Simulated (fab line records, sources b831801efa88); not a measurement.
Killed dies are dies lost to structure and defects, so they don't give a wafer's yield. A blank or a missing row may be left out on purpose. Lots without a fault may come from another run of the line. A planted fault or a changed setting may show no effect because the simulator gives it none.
Tool commonality check | flow sky130 | 11 lots, 33 wafers sampled

WHY IT WAS OPENED
At SKY_CONTACT_RS_MEAS_25 the reading CONTACT_W_RS is flagged on 2 of 11 lots. Wafers without a fault read 0.341 ohm/sq, standard deviation 0.004.
Rule: a lot is flagged when every wafer of it that has a number lies more than 4 standard deviations from that mean, or none has a number. The other lots count as sound.

lot  | measured     | on            | CONTACT_W_RS (ohm/sq), wafer by wafer | flag
L765 | day 31 04:10 | film_metro-03 | 0.342 0.344 0.344                     |
L766 | day 31 10:30 | film_metro-03 | 0.338 0.342 0.337                     |
L768 | day 32 05:29 | film_metro-01 | 0.345 0.346 0.345                     |
L769 | day 33 09:12 | film_metro-03 | 0.340 0.340 0.340                     |
L770 | day 33 17:50 | film_metro-03 | 0.331 0.329 0.333                     |
L771 | day 33 19:08 | film_metro-03 | 0.338 0.345 0.340                     |
L773 | day 34 04:03 | film_metro-01 | 0.344 0.340 0.349                     |
L781 | day 36 11:21 | film_metro-03 | 0.221 0.223 0.221                     | FLAGGED
L782 | day 36 20:20 | film_metro-04 | 0.223 0.225 0.224                     | FLAGGED
L783 | day 36 23:38 | film_metro-03 | 0.346 0.342 0.344                     |
L785 | day 37 16:04 | film_metro-04 | 0.339 0.343 0.341                     |
The numbers of the flagged lots are 0.223 ohm/sq on average: -0.118 ohm/sq against the usual, or -30 standard deviations.

WHICH TOOL RAN EACH LOT
The record holds 3 process steps before the reading, out of a route of 708 steps. In each cell: the tool, then ch and the chambers that the sampled wafers went through, then the start.
lot  | flag    | SKY_LOCAL_INTERCONNECT_ETCH_13    | SKY_CONTACT_SPUTTER_23       | SKY_CONTACT_CVD_24
L765 |         | rie_metal-01 ch 0,1, day 29 23:14 | pvd_sputter-01, day 31 03:59 | cvd_w-01 ch 0,1, day 31 04:02
L766 |         | rie_metal-04 ch 0,1, day 30 05:59 | pvd_sputter-04, day 31 10:19 | cvd_w-01 ch 0,1, day 31 10:22
L768 |         | rie_metal-04 ch 0,1, day 31 00:45 | pvd_sputter-03, day 32 05:19 | cvd_w-01 ch 0,1, day 32 05:23
L769 |         | rie_metal-04 ch 0,1, day 32 03:42 | pvd_sputter-01, day 33 09:02 | cvd_w-02 ch 0,1, day 33 09:05
L770 |         | rie_metal-04 ch 0,1, day 32 11:57 | pvd_sputter-03, day 33 17:40 | cvd_w-02 ch 0,1, day 33 17:44
L771 |         | rie_metal-02 ch 0,1, day 32 13:27 | pvd_sputter-01, day 33 18:58 | cvd_w-01 ch 1, day 33 19:02
L773 |         | rie_metal-01 ch 0,1, day 32 23:14 | pvd_sputter-01, day 34 03:53 | cvd_w-02 ch 0,1, day 34 03:56
L781 | FLAGGED | rie_metal-02 ch 0,1, day 35 07:51 | pvd_sputter-01, day 36 11:07 | cvd_w-02 ch 0,1, day 36 11:13
L782 | FLAGGED | rie_metal-02 ch 0, day 35 18:54   | pvd_sputter-04, day 36 20:10 | cvd_w-02 ch 0,1, day 36 20:14
L783 |         | rie_metal-01 ch 1, day 35 21:34   | pvd_sputter-03, day 36 23:26 | cvd_w-01 ch 0,1, day 36 23:32
L785 |         | rie_metal-02 ch 0,1, day 36 11:21 | pvd_sputter-04, day 37 15:53 | cvd_w-01 ch 0,1, day 37 15:57
What these steps do:
- SKY_LOCAL_INTERCONNECT_ETCH_13: etches BARC in N2/H2, stops on SiO2, time 45.9 s, target depth 60 nm.
- SKY_CONTACT_SPUTTER_23: material TiN, target thk 20 nm, time 80 s.
- SKY_CONTACT_CVD_24: deposits W, target thk 340 nm, time 102.12 s.
- SKY_CONTACT_RS_MEAS_25: measures by four-point-probe.

FLAGGED OVER TOTAL, TOOL BY TOOL (the gauges that took the reading come last)
step                           | tool           | lots run | flagged | share of the flagged lots | sound lots run after its first flagged lot
SKY_LOCAL_INTERCONNECT_ETCH_13 | rie_metal-01   | 3        | 0       | none                      | -
SKY_LOCAL_INTERCONNECT_ETCH_13 | rie_metal-02   | 4        | 2       | all                       | 1 (L785)
SKY_LOCAL_INTERCONNECT_ETCH_13 | rie_metal-04   | 4        | 0       | none                      | -
SKY_CONTACT_SPUTTER_23         | pvd_sputter-01 | 5        | 1       | some                      | 0
SKY_CONTACT_SPUTTER_23         | pvd_sputter-03 | 3        | 0       | none                      | -
SKY_CONTACT_SPUTTER_23         | pvd_sputter-04 | 3        | 1       | some                      | 1 (L785)
SKY_CONTACT_CVD_24             | cvd_w-01       | 6        | 0       | none                      | -
SKY_CONTACT_CVD_24             | cvd_w-02       | 5        | 2       | all                       | 0
SKY_CONTACT_RS_MEAS_25         | film_metro-01  | 2        | 0       | none                      | -
SKY_CONTACT_RS_MEAS_25         | film_metro-03  | 7        | 1       | some                      | 1 (L783)
SKY_CONTACT_RS_MEAS_25         | film_metro-04  | 2        | 1       | some                      | 1 (L785)

WHAT THE TABLE ALLOWS
2 rows of the table ran every flagged lot: rie_metal-02 at SKY_LOCAL_INTERCONNECT_ETCH_13, cvd_w-02 at SKY_CONTACT_CVD_24.
- rie_metal-02 at SKY_LOCAL_INTERCONNECT_ETCH_13: 2 of its 4 lots flagged. Sound lots ran on it after the first flagged one (L785), which a lasting fault on the whole tool wouldn't allow.
- cvd_w-02 at SKY_CONTACT_CVD_24: 2 of its 5 lots flagged. Its last sound lot is L773 (day 34 03:56), its first flagged lot L781 (day 36 11:13): a fault that began between those two fits.
One tool is left: cvd_w-02 at SKY_CONTACT_CVD_24.

WHAT THE SIMULATOR HAD PUT IN
Process parameter drift: cvd_w-02, from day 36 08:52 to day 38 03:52, at SKY_CONTACT_CVD_24. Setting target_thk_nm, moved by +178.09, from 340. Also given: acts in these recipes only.
Lots struck among those shown: L781, L782. The rule above found the same.
